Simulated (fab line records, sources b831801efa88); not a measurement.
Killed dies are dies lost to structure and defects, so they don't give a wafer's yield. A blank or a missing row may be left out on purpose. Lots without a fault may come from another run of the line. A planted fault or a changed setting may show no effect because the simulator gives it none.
Which tool did it? | flow sky130 | 24 lots, 72 wafers sampled, at 6 steps of a route of 708

WHAT THE GAUGES READ, wafer by wafer
SKY_VIA2_RS_MEAS_22: measures by four-point-probe. Usual: VIA2_W_RS 0.2715 ohm/sq, standard deviation 0.0025.
lot  | measured     | on            | VIA2_W_RS (ohm/sq)   | flag
L074 | day 37 06:08 | film_metro-01 | 0.2735 0.2693 0.2727 |
L075 | day 37 13:43 | film_metro-01 | 0.2717 0.2714 0.2742 |
L076 | day 37 23:35 | film_metro-02 | 0.2695 0.2699 0.2699 |
L077 | day 38 07:18 | film_metro-02 | 0.2719 0.2704 0.2717 |
L078 | day 38 17:06 | film_metro-04 | 0.2689 0.2694 0.2675 |
L079 | day 38 20:31 | film_metro-02 | 0.2711 0.2721 0.2711 |
L080 | day 39 02:32 | film_metro-04 | 0.2719 0.2696 0.2718 |
L081 | day 39 12:52 | film_metro-01 | 0.2684 0.2714 0.2687 |
L082 | day 39 20:50 | film_metro-04 | 0.2727 0.2680 0.2702 |
L083 | day 40 00:35 | film_metro-02 | 0.2746 0.2734 0.2755 |
L084 | day 40 06:46 | film_metro-02 | 0.2757 0.2715 0.2753 |
L085 | day 40 19:05 | film_metro-01 | 0.2696 0.2664 0.2714 |
L086 | day 40 22:05 | film_metro-02 | 0.2724 0.2722 0.2716 |
L087 | day 41 09:09 | film_metro-04 | 0.2724 0.2717 0.2777 |
L088 | day 41 11:35 | film_metro-02 | 0.2750 0.2744 0.2767 |
L089 | day 41 19:17 | film_metro-02 | 0.2758 0.2657 0.2699 |
L090 | day 41 20:47 | film_metro-01 | 0.2689 0.2767 0.2699 |
L091 | day 42 07:27 | film_metro-02 | 0.2716 0.2720 0.2685 |
L092 | day 42 20:34 | film_metro-01 | 0.2700 0.2714 0.2706 |
L093 | day 42 21:52 | film_metro-04 | 0.2724 0.2696 0.2691 |
L094 | day 43 00:55 | film_metro-02 | 0.2701 0.2690 0.2707 |
L095 | day 43 07:05 | film_metro-02 | 0.2712 0.2735 0.2750 |
L096 | day 43 16:08 | film_metro-04 | 0.2706 0.2695 0.2685 |
L097 | day 44 00:02 | film_metro-02 | 0.2749 0.2737 0.2717 |

SKY_CAPM_THK_MEAS_01. Usual: CAPM_CVD_00_THK 15.52 nm, standard deviation 0.23.
lot  | measured     | on            | CAPM_CVD_00_THK (nm) | flag
L074 | day 37 06:48 | film_metro-02 | 15.13 15.40 15.69    |
L075 | day 37 14:22 | film_metro-03 | 15.74 15.63 15.35    |
L076 | day 38 00:13 | film_metro-03 | 15.49 15.34 15.64    |
L077 | day 38 07:57 | film_metro-04 | 15.44 15.21 15.20    |
L078 | day 38 17:44 | film_metro-02 | 15.18 15.61 15.60    |
L079 | day 38 21:16 | film_metro-02 | 15.21 15.52 15.79    |
L080 | day 39 03:10 | film_metro-02 | 15.40 15.71 15.56    |
L081 | day 39 13:31 | film_metro-02 | 15.42 15.17 15.70    |
L082 | day 39 21:29 | film_metro-02 | 15.23 15.88 15.46    |
L083 | day 40 01:14 | film_metro-02 | 15.64 15.62 15.69    |
L084 | day 40 07:25 | film_metro-02 | 15.56 15.33 15.81    |
L085 | day 40 19:45 | film_metro-04 | 15.44 15.50 15.55    |
L086 | day 40 22:44 | film_metro-02 | 15.48 14.88 15.42    |
L087 | day 41 09:47 | film_metro-02 | 15.44 15.80 15.64    |
L088 | day 41 12:13 | film_metro-04 | 15.56 15.23 15.80    |
L089 | day 41 19:57 | film_metro-02 | 15.57 15.85 15.51    |
L090 | day 41 21:28 | film_metro-03 | 15.24 15.66 15.74    |
L091 | day 42 08:07 | film_metro-02 | 15.79 15.42 15.86    |
L092 | day 42 21:13 | film_metro-04 | 15.43 15.60 15.63    |
L093 | day 42 22:31 | film_metro-02 | 15.70 15.76 15.70    |
L094 | day 43 01:34 | film_metro-02 | 15.17 15.36 15.62    |
L095 | day 43 07:45 | film_metro-04 | 15.10 15.62 15.17    |
L096 | day 43 16:47 | film_metro-02 | 15.35 15.64 15.76    |
L097 | day 44 00:41 | film_metro-03 | 15.24 15.70 15.70    |

SKY_VIA3_BOW_MEAS_03. Usual: VIA3_BOW 80 um, standard deviation 8.4.
lot  | measured     | on            | VIA3_BOW (um) | flag
L074 | day 39 13:47 | film_metro-01 | 80 80 85      |
L075 | day 39 20:59 | film_metro-03 | 79 92 80      |
L076 | day 40 05:30 | film_metro-03 | 78 83 65      |
L077 | day 40 12:26 | film_metro-01 | 69 82 88      |
L078 | day 40 22:58 | film_metro-01 | 79 67 69      |
L079 | day 41 01:43 | film_metro-03 | 70 83 69      |
L080 | day 41 06:29 | film_metro-01 | 75 71 82      |
L081 | day 41 17:42 | film_metro-01 | 80 80 78      |
L082 | day 42 01:05 | film_metro-01 | 87 89 91      |
L083 | day 42 05:33 | film_metro-04 | 93 84 81      |
L084 | day 42 11:17 | film_metro-04 | 82 93 81      |
L085 | day 42 23:29 | film_metro-01 | 77 87 75      |
L086 | day 43 01:49 | film_metro-04 | 79 78 91      |
L087 | day 43 11:37 | film_metro-01 | 60 65 69      |
L088 | day 43 13:43 | film_metro-01 | 97 84 90      |
L089 | day 43 21:08 | film_metro-01 | 72 81 94      |
L090 | day 43 23:21 | film_metro-01 | 84 69 67      |
L091 | day 44 08:19 | film_metro-03 | 80 78 79      |
L092 | day 44 21:10 | film_metro-04 | 88 104 84     |
L093 | day 44 23:07 | film_metro-03 | 70 77 89      |
L094 | day 45 02:13 | film_metro-01 | 80 79 70      |
L095 | day 45 07:55 | film_metro-04 | 79 74 78      |
L096 | day 45 16:14 | film_metro-03 | 68 73 81      |
L097 | day 45 23:02 | film_metro-04 | 72 92 75      |

WHICH TOOL RAN EACH LOT (tool, then ch and the chambers of the sampled wafers, then the start)
lot  | SKY_METAL1_DESCUM_17              | SKY_VIA2_CMP_24               | SKY_CAPM_STRIP_14
L074 | rie_metal-02 ch 0,1, day 33 16:04 | cmp-02 ch 0,1,2, day 37 06:21 | plasma_asher-04 ch 0,1, day 38 09:56
L075 | rie_metal-04 ch 0,1, day 33 22:41 | cmp-02 ch 1,2,3, day 37 13:58 | plasma_asher-04 ch 0,1, day 38 16:57
L076 | rie_metal-01 ch 0,1, day 34 08:52 | cmp-01 ch 0,1,3, day 37 23:43 | plasma_asher-02 ch 0,1, day 39 02:14
L077 | rie_metal-04 ch 1, day 34 18:10   | cmp-01 ch 0,2,3, day 38 07:34 | plasma_asher-02 ch 0,1, day 39 09:07
L078 | rie_metal-01 ch 0,1, day 35 02:59 | cmp-02 ch 0,2,3, day 38 17:14 | plasma_asher-04 ch 0,1, day 39 19:35
L079 | rie_metal-01 ch 0,1, day 35 06:43 | cmp-01 ch 1,2,3, day 38 20:50 | plasma_asher-04 ch 0,1, day 39 23:16
L080 | rie_metal-01 ch 0,1, day 35 14:23 | cmp-01 ch 0,1, day 39 02:43   | plasma_asher-01 ch 0,1, day 40 04:13
L081 | rie_metal-02 ch 1, day 35 23:55   | cmp-02 ch 0,3, day 39 13:02   | plasma_asher-02 ch 0,1, day 40 14:19
L082 | rie_metal-04 ch 0,1, day 36 09:11 | cmp-02 ch 0,2,3, day 39 20:59 | plasma_asher-01 ch 0,1, day 40 22:19
L083 | rie_metal-01 ch 0,1, day 36 12:25 | cmp-01 ch 1,3, day 40 00:46   | plasma_asher-01 ch 0,1, day 41 02:25
L084 | rie_metal-01 ch 0,1, day 36 19:40 | cmp-01 ch 2,3, day 40 06:56   | plasma_asher-01 ch 0,1, day 41 08:29
L085 | rie_metal-01 ch 0,1, day 37 08:31 | cmp-01 ch 1,2,3, day 40 19:19 | plasma_asher-01 ch 0,1, day 41 19:58
L086 | rie_metal-04 ch 0,1, day 37 11:25 | cmp-01 ch 1,2, day 40 22:16   | plasma_asher-04 ch 0,1, day 41 23:19
L087 | rie_metal-04 ch 0,1, day 38 01:01 | cmp-01 ch 2,3, day 41 09:19   | plasma_asher-01 ch 1, day 42 09:49
L088 | rie_metal-01 ch 0,1, day 38 03:02 | cmp-02 ch 0,2,3, day 41 11:50 | plasma_asher-01 ch 0, day 42 12:22
L089 | rie_metal-02 ch 1, day 38 09:47   | cmp-01 ch 0,1,2, day 41 19:29 | plasma_asher-02 ch 0,1, day 42 20:01
L090 | rie_metal-04 ch 0,1, day 38 12:34 | cmp-01 ch 0,2,3, day 41 21:04 | plasma_asher-02 ch 0,1, day 42 21:41
L091 | rie_metal-02 ch 1, day 39 00:14   | cmp-01 ch 1,2,3, day 42 07:41 | plasma_asher-02 ch 0,1, day 43 07:43
L092 | rie_metal-04 ch 0,1, day 39 12:47 | cmp-02 ch 0,1,3, day 42 20:49 | plasma_asher-04 ch 0,1, day 43 20:10
L093 | rie_metal-01 ch 0,1, day 39 13:55 | cmp-02 ch 0,2, day 42 22:01   | plasma_asher-01 ch 0,1, day 43 21:40
L094 | rie_metal-04 ch 0,1, day 39 17:19 | cmp-01 ch 1,2,3, day 43 01:09 | plasma_asher-04 ch 0,1, day 44 00:35
L095 | rie_metal-04 ch 0,1, day 40 00:07 | cmp-01 ch 0,1,2, day 43 07:19 | plasma_asher-01 ch 0,1, day 44 06:19
L096 | rie_metal-01 ch 0,1, day 40 10:31 | cmp-02 ch 0,2,3, day 43 16:19 | plasma_asher-02 ch 1, day 44 15:34
L097 | rie_metal-04 ch 0, day 40 19:13   | cmp-01 ch 0,3, day 44 00:12   | plasma_asher-02 ch 0,1, day 44 23:13
- SKY_METAL1_DESCUM_17: chemistry O2, time 8 s.
- SKY_VIA2_CMP_24: polishes, stops on SiO2, t overpolish 20 s, target thk 0 nm.
- SKY_CAPM_STRIP_14: strips in O2/N2.

WHAT THE TOOLS THEMSELVES READ (means of the sampled wafers that have a number; where no wafer has one, the mark that the record gives instead)
SKY_METAL1_DESCUM_17. Usual: drypump_motor_current_A 5.5 A, standard deviation 0.52; oes_product_au 1.002 a.u., standard deviation 0.011.
lot  | tool         | drypump_motor_current_A (A) | oes_product_au (a.u.) | flag
L074 | rie_metal-02 | 5.3                         | 1.006                 |
L075 | rie_metal-04 | 6.0                         | 0.986                 |
L076 | rie_metal-01 | 5.2                         | 0.997                 |
L077 | rie_metal-04 | 5.2                         | 0.984                 |
L078 | rie_metal-01 | 5.4                         | 1.013                 |
L079 | rie_metal-01 | 5.4                         | 1.008                 |
L080 | rie_metal-01 | 5.4                         | 1.007                 |
L081 | rie_metal-02 | 5.1                         | 1.000                 |
L082 | rie_metal-04 | 6.0                         | 1.000                 |
L083 | rie_metal-01 | 5.5                         | 1.013                 |
L084 | rie_metal-01 | 5.4                         | 1.014                 |
L085 | rie_metal-01 | 5.4                         | 1.007                 |
L086 | rie_metal-04 | 5.6                         | 0.989                 |
L087 | rie_metal-04 | 6.0                         | 1.000                 |
L088 | rie_metal-01 | 5.2                         | 1.011                 |
L089 | rie_metal-02 | 5.0                         | 0.998                 |
L090 | rie_metal-04 | 5.6                         | 0.988                 |
L091 | rie_metal-02 | 5.0                         | 0.990                 |
L092 | rie_metal-04 | 6.0                         | 1.003                 |
L093 | rie_metal-01 | 5.4                         | 1.015                 |
L094 | rie_metal-04 | 6.0                         | 1.001                 |
L095 | rie_metal-04 | 5.6                         | 0.993                 |
L096 | rie_metal-01 | 5.4                         | 1.020                 |
L097 | rie_metal-04 | 6.4                         | 1.001                 |

SKY_VIA2_CMP_24. Usual: edge_zone_pressure_frac 1.001, standard deviation 0.0046; head_pressure_psi 3.500 psi, standard deviation 0.0076; motor_current_A 11.0 A, standard deviation 0.98; overpolish_run_s 19.999 s, standard deviation 0.0092; platen_rpm 60.00 rpm, standard deviation 0.044; retaining_ring_pressure_frac 0.999, standard deviation 0.005; slurry_filter_dp_kPa 13.51 kPa, standard deviation 0.14; time_to_endpoint_s 102 s, standard deviation 3.3.
lot  | tool   | edge_zone_pressure_frac | head_pressure_psi (psi) | motor_current_A (A) | overpolish_run_s (s) | platen_rpm (rpm) | retaining_ring_pressure_frac | slurry_filter_dp_kPa (kPa) | time_to_endpoint_s (s) | flag
L074 | cmp-02 | 1.002                   | 3.498                   | 10.9                | 20.007               | 60.02            | 0.995                        | 13.59                      | 102                    |
L075 | cmp-02 | 1.006                   | 3.500                   | 10.5                | 19.990               | 59.97            | 1.000                        | 13.50                      | 104                    |
L076 | cmp-01 | 1.005                   | 3.503                   | 10.3                | 19.991               | 60.00            | 0.995                        | 13.49                      | 101                    |
L077 | cmp-01 | 1.003                   | 3.509                   | 11.4                | 19.998               | 59.97            | 0.997                        | 13.71                      | 102                    |
L078 | cmp-02 | 0.998                   | 3.498                   | 11.2                | 19.991               | 60.04            | 1.003                        | 13.49                      | 102                    |
L079 | cmp-01 | 1.002                   | 3.499                   | 11.4                | 19.996               | 60.04            | 0.996                        | 13.49                      | 102                    |
L080 | cmp-01 | 0.999                   | 3.496                   | 10.2                | 20.003               | 60.04            | 0.998                        | 13.38                      | 107                    |
L081 | cmp-02 | 1.004                   | 3.497                   | 11.3                | 19.995               | 59.99            | 0.998                        | 13.47                      | 102                    |
L082 | cmp-02 | 1.000                   | 3.504                   | 11.0                | 19.997               | 60.00            | 0.999                        | 13.61                      | 102                    |
L083 | cmp-01 | 0.996                   | 3.498                   | 10.6                | 20.003               | 59.98            | 1.001                        | 13.40                      | 97                     |
L084 | cmp-01 | 1.000                   | 3.508                   | 12.1                | 20.002               | 59.97            | 0.996                        | 13.60                      | 98                     |
L085 | cmp-01 | 1.005                   | 3.504                   | 11.4                | 20.003               | 60.00            | 0.995                        | 13.51                      | 101                    |
L086 | cmp-01 | 1.000                   | 3.502                   | 11.8                | 20.004               | 59.95            | 0.998                        | 13.44                      | 103                    |
L087 | cmp-01 | 1.004                   | 3.506                   | 11.1                | 19.987               | 60.01            | 0.998                        | 13.58                      | 101                    |
L088 | cmp-02 | 1.004                   | 3.501                   | 11.0                | 19.993               | 60.00            | 1.000                        | 13.49                      | 101                    |
L089 | cmp-01 | 1.001                   | 3.497                   | 11.3                | 19.996               | 60.00            | 0.998                        | 13.42                      | 103                    |
L090 | cmp-01 | 1.006                   | 3.504                   | 11.0                | 20.003               | 59.98            | 1.007                        | 13.59                      | 100                    |
L091 | cmp-01 | 1.000                   | 3.502                   | 10.9                | 19.997               | 59.97            | 1.003                        | 13.45                      | 100                    |
L092 | cmp-02 | 1.006                   | 3.488                   | 11.5                | 20.000               | 59.94            | 0.999                        | 13.45                      | 106                    |
L093 | cmp-02 | 0.998                   | 3.493                   | 10.9                | 20.002               | 60.00            | 1.004                        | 13.48                      | 105                    |
L094 | cmp-01 | 1.003                   | 3.502                   | 11.4                | 20.006               | 59.99            | 0.998                        | 13.51                      | 103                    |
L095 | cmp-01 | 1.000                   | 3.503                   | 11.1                | 19.990               | 60.00            | 1.002                        | 13.61                      | 104                    |
L096 | cmp-02 | 0.999                   | 3.499                   | 11.2                | 20.013               | 60.03            | 0.999                        | 13.53                      | 105                    |
L097 | cmp-01 | 0.995                   | 3.503                   | 10.5                | 19.995               | 60.00            | 0.997                        | 13.44                      | 99                     |

SKY_CAPM_STRIP_14. Usual: drypump_motor_current_A 5.76 A, standard deviation 0.29; oes_product_au 0.710 a.u., standard deviation 0.0046; strip_time_to_endpoint_s 12.66 s, standard deviation 0.044.
lot  | tool            | drypump_motor_current_A (A) | oes_product_au (a.u.) | strip_time_to_endpoint_s (s) | flag
L074 | plasma_asher-04 | 5.38                        | 0.712                 | 12.59                        |
L075 | plasma_asher-04 | 5.61                        | 0.705                 | 12.60                        |
L076 | plasma_asher-02 | 5.77                        | 0.709                 | 12.68                        |
L077 | plasma_asher-02 | 5.92                        | 0.715                 | 12.69                        |
L078 | plasma_asher-04 | 5.62                        | 0.715                 | 12.57                        |
L079 | plasma_asher-04 | 5.62                        | 0.712                 | 12.69                        |
L080 | plasma_asher-01 | 5.86                        | 0.710                 | 12.66                        |
L081 | plasma_asher-02 | 5.74                        | 0.711                 | 12.60                        |
L082 | plasma_asher-01 | 5.91                        | 0.708                 | 12.66                        |
L083 | plasma_asher-01 | 5.86                        | 0.713                 | 12.65                        |
L084 | plasma_asher-01 | 5.93                        | 0.708                 | 12.66                        |
L085 | plasma_asher-01 | 5.94                        | 0.714                 | 12.66                        |
L086 | plasma_asher-04 | 5.63                        | 0.705                 | 12.62                        |
L087 | plasma_asher-01 | 5.77                        | 0.707                 | 12.65                        |
L088 | plasma_asher-01 | 5.98                        | 0.706                 | 12.70                        |
L089 | plasma_asher-02 | 5.90                        | 0.710                 | 12.64                        |
L090 | plasma_asher-02 | 5.93                        | 0.712                 | 12.63                        |
L091 | plasma_asher-02 | 5.91                        | 0.710                 | 12.66                        |
L092 | plasma_asher-04 | 5.39                        | 0.708                 | 12.62                        |
L093 | plasma_asher-01 | 5.93                        | 0.714                 | 12.73                        |
L094 | plasma_asher-04 | 5.64                        | 0.711                 | 12.72                        |
L095 | plasma_asher-01 | 5.86                        | 0.713                 | 12.70                        |
L096 | plasma_asher-02 | 5.60                        | 0.709                 | 12.62                        |
L097 | plasma_asher-02 | 5.95                        | 0.709                 | 12.64                        |

THE ANSWER, worked out from the rows above alone
Rule: a lot is off if the mean of its wafers that have a number lies more than 3 standard deviations from the usual mean. A lot without any number at a reading at which 4 lots or more have one is off too. The other lots that the step has rows for count as sound. The gauges are gone through in route order, then the tools' own readings, and for those a lot's mean is taken as printed above. The first step at which some lot is off is used, and at that step the reading that is off furthest; a lot without a number counts as furthest.
No lot is off at any reading shown: from this, nothing can be told.

WHAT THE SIMULATOR HAD PUT IN
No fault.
